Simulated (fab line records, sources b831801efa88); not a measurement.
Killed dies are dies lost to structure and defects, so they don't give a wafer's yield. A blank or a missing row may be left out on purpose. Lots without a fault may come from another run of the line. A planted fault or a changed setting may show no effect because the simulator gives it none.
One fault seen from 2 desks | flow sky130 | each desk has only its own numbers; what lay behind them comes last

THE METROLOGY DESK
What the gauges read, lot by lot, whatever tool the lot ran on: means of the sampled wafers that have a number. A lot is out of limits, marked OUT, if its mean lies more than 4 standard deviations from the usual mean; the brackets give that distance.
Columns: A = METAL2_ALCU_THK at SKY_METAL2_THK_MEAS_06, usual 248 nm
lot  | first seen here | A
L557 | day 33 18:49    | 243
L558 | day 34 07:20    | 249
L561 | day 35 11:28    | 244
L565 | day 36 14:04    | 240
L573 | day 39 15:20    | 250
L574 | day 40 08:17    | 246
L575 | day 40 09:46    | 250
L576 | day 40 10:03    | 246
L577 | day 40 10:22    | 248
L578 | day 40 19:00    | 245
L580 | day 41 05:32    | 244
This desk's finding: nothing out of limits on any of the 11 lots.

THE TOOL OWNER'S DESK: pvd_sputter-01
The tool's own readings at SKY_METAL2_SPUTTER_04 (material TiN, target thk 70 nm, time 58.3 s): means of the sampled wafers that have a number, for each lot that ran on this tool. A lot is out of limits, marked OUT, if its mean lies more than 4 standard deviations from the usual mean; the brackets give that distance.
Columns: A = throttle_valve_pct at SKY_METAL2_SPUTTER_04, usual 30.4 %
lot  | first seen here | A
L565 | day 36 13:53    | 29.4
L574 | day 40 08:05    | 30.0
L578 | day 40 18:49    | 29.6
This desk's finding: nothing out of limits on any of the 3 lots.

PUT TOGETHER
The metrology desk saw nothing out of limits.
The tool owner's desk saw nothing out of limits.

WHAT THE SIMULATOR HAD PUT IN
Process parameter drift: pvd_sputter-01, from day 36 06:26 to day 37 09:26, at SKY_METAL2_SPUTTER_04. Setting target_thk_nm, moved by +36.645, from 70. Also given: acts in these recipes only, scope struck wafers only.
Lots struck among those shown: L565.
